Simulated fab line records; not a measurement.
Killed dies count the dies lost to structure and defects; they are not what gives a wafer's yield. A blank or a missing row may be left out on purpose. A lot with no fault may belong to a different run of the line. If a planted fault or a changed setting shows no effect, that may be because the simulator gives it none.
Split-lot experiment :: flow gf180mcu :: route with 602 steps; 5 lots, 23 wafers read

THE SPLIT ITSELF
At GF_SALICIDE_SPUTTER_03 (material TiN, target thk 20 nm, time 16.7 s), the setting time_s was moved away from the recipe's 16.7 s on 6 of the 23 wafers read, by +4.0% to +14.5%. For the rest of the wafers, this setting stayed at what the recipe calls for.

FROM SPLIT TO READING: 1 step shown by the file between the two
- GF_SALICIDE_RS_MEAS_04: measures by four-point-probe

THE READING
SALICIDE_TIN_THK, in nm, at GF_SALICIDE_THK_MEAS_05 (measures by xrf). Typical for fault-free wafers on this fab line: 20.23 nm, with standard deviation 0.26 nm.

wafer: L074.1
tool, chamber at the split: pvd_sputter-04, -
time_s as run, s: 16.7
against the recipe: recipe
SALICIDE_TIN_THK, nm: 20.68
against lot-mates on the recipe: -

wafer: L074.2
tool, chamber at the split: pvd_sputter-04, -
time_s as run, s: 16.7
against the recipe: recipe
SALICIDE_TIN_THK, nm: 20.42
against lot-mates on the recipe: -

wafer: L074.3
tool, chamber at the split: pvd_sputter-04, -
time_s as run, s: 16.7
against the recipe: recipe
SALICIDE_TIN_THK, nm: 20.02
against lot-mates on the recipe: -

wafer: L074.5
tool, chamber at the split: pvd_sputter-04, -
time_s as run, s: 16.7
against the recipe: recipe
SALICIDE_TIN_THK, nm: 20.58
against lot-mates on the recipe: -

wafer: L074.6
tool, chamber at the split: pvd_sputter-04, -
time_s as run, s: 16.7
against the recipe: recipe
SALICIDE_TIN_THK, nm: 20.00
against lot-mates on the recipe: -

wafer: L076.1
tool, chamber at the split: pvd_sputter-04, -
time_s as run, s: 16.7
against the recipe: recipe
SALICIDE_TIN_THK, nm: 19.69
against lot-mates on the recipe: -

wafer: L076.3
tool, chamber at the split: pvd_sputter-04, -
time_s as run, s: 16.7
against the recipe: recipe
SALICIDE_TIN_THK, nm: 20.25
against lot-mates on the recipe: -

wafer: L076.6
tool, chamber at the split: pvd_sputter-04, -
time_s as run, s: 16.7
against the recipe: recipe
SALICIDE_TIN_THK, nm: 20.22
against lot-mates on the recipe: -

wafer: L080.1
tool, chamber at the split: pvd_sputter-01, -
time_s as run, s: 16.7
against the recipe: recipe
SALICIDE_TIN_THK, nm: 20.18
against lot-mates on the recipe: -

wafer: L080.2
tool, chamber at the split: pvd_sputter-01, -
time_s as run, s: 16.7
against the recipe: recipe
SALICIDE_TIN_THK, nm: 20.85
against lot-mates on the recipe: -

wafer: L080.3
tool, chamber at the split: pvd_sputter-01, -
time_s as run, s: 17.37
against the recipe: +4.0%
SALICIDE_TIN_THK, nm: 21.59
against lot-mates on the recipe: +1.07

wafer: L080.4
tool, chamber at the split: pvd_sputter-01, -
time_s as run, s: 17.37
against the recipe: +4.0%
SALICIDE_TIN_THK, nm: 21.41
against lot-mates on the recipe: +0.89

wafer: L080.5
tool, chamber at the split: pvd_sputter-01, -
time_s as run, s: 16.7
against the recipe: recipe
SALICIDE_TIN_THK, nm: 20.53
against lot-mates on the recipe: -

wafer: L082.1
tool, chamber at the split: pvd_sputter-02, -
time_s as run, s: 16.7
against the recipe: recipe
SALICIDE_TIN_THK, nm: 20.03
against lot-mates on the recipe: -

wafer: L082.2
tool, chamber at the split: pvd_sputter-02, -
time_s as run, s: 16.7
against the recipe: recipe
SALICIDE_TIN_THK, nm: 20.47
against lot-mates on the recipe: -

wafer: L082.3
tool, chamber at the split: pvd_sputter-02, -
time_s as run, s: 16.7
against the recipe: recipe
SALICIDE_TIN_THK, nm: 20.36
against lot-mates on the recipe: -

wafer: L082.4
tool, chamber at the split: pvd_sputter-02, -
time_s as run, s: 19.12
against the recipe: +14.5%
SALICIDE_TIN_THK, nm: 23.19
against lot-mates on the recipe: +2.90

wafer: L082.6
tool, chamber at the split: pvd_sputter-02, -
time_s as run, s: 19.12
against the recipe: +14.5%
SALICIDE_TIN_THK, nm: 23.24
against lot-mates on the recipe: +2.95

wafer: L083.1
tool, chamber at the split: pvd_sputter-01, -
time_s as run, s: 16.7
against the recipe: recipe
SALICIDE_TIN_THK, nm: 20.52
against lot-mates on the recipe: -

wafer: L083.3
tool, chamber at the split: pvd_sputter-01, -
time_s as run, s: 18.87
against the recipe: +13.0%
SALICIDE_TIN_THK, nm: 23.05
against lot-mates on the recipe: +2.62

wafer: L083.4
tool, chamber at the split: pvd_sputter-01, -
time_s as run, s: 18.87
against the recipe: +13.0%
SALICIDE_TIN_THK, nm: 23.11
against lot-mates on the recipe: +2.68

wafer: L083.5
tool, chamber at the split: pvd_sputter-01, -
time_s as run, s: 16.7
against the recipe: recipe
SALICIDE_TIN_THK, nm: 20.40
against lot-mates on the recipe: -

wafer: L083.6
tool, chamber at the split: pvd_sputter-01, -
time_s as run, s: 16.7
against the recipe: recipe
SALICIDE_TIN_THK, nm: 20.38
against lot-mates on the recipe: -

FIT RESULTS
A straight line over all 23 wafers: SALICIDE_TIN_THK changes by +0.206 nm for each +1% of time_s; r = +0.97; the points scatter about the line by 0.27 nm.
The same after taking each lot's own level away (the mean of its wafers on the recipe; 23 wafers): +0.203 nm for each +1%; r = +0.98; scatter 0.22 nm.
On that fit, the largest move of time_s shifts the reading by 2.9 nm.
Measured against the standard deviation above, the lots' own levels, which go from 20.053 to 20.520 nm, span 1.8 times it.
So the lot-to-lot level changes the slope little: the two slopes agree.
Check: with one of the wafers moved furthest among these (+14.5%) left out of the fit, the line predicts +2.98 nm for it against its lot-mates. Against them it came out at +2.9 nm.

THESE WAFERS: OTHER SPLITS
Note: prior to the reading, these wafers also went through further splits. Each is held against what the fit with the lots' levels taken away leaves over:
other split on the same wafers: GF_PSD_DEVELOP_06 dev_temp_c
wafers away from the commonest value: 12
r with SALICIDE_TIN_THK (lot level and that fit taken away): +0.11

other split on the same wafers: GF_SAB_CVD_00 time_s
wafers away from the commonest value: 8
r with SALICIDE_TIN_THK (lot level and that fit taken away): +0.16

other split on the same wafers: GF_SAB_DEVELOP_08 develop_time_s
wafers away from the commonest value: 10
r with SALICIDE_TIN_THK (lot level and that fit taken away): -0.05

THE WHOLE CHAIN: every reading that the file lists as answering this split, in the file's order
step: GF_SALICIDE_SPUTTER_03
what it does: material TiN, target thk 20 nm, time 16.7 s
reading: TiN_of_SALICIDE_SPUTTER_03.thk_nm (the simulator's own value, which no gauge read)
change (the file's fit): +0.203 nm for each +1% of the setting
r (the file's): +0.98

step: GF_SALICIDE_RS_MEAS_04
what it does: measures by four-point-probe
reading: SALICIDE_TIN_RS
change (the file's fit): -0.0584 for each +1% of the setting
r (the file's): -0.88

step: GF_SALICIDE_THK_MEAS_05
what it does: measures by xrf
reading: SALICIDE_TIN_THK
change (the file's fit): +0.205 for each +1% of the setting
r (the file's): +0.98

FILE'S OWN FIT
SALICIDE_TIN_THK changes by +0.205 nm for each +1% of time_s, r = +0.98.
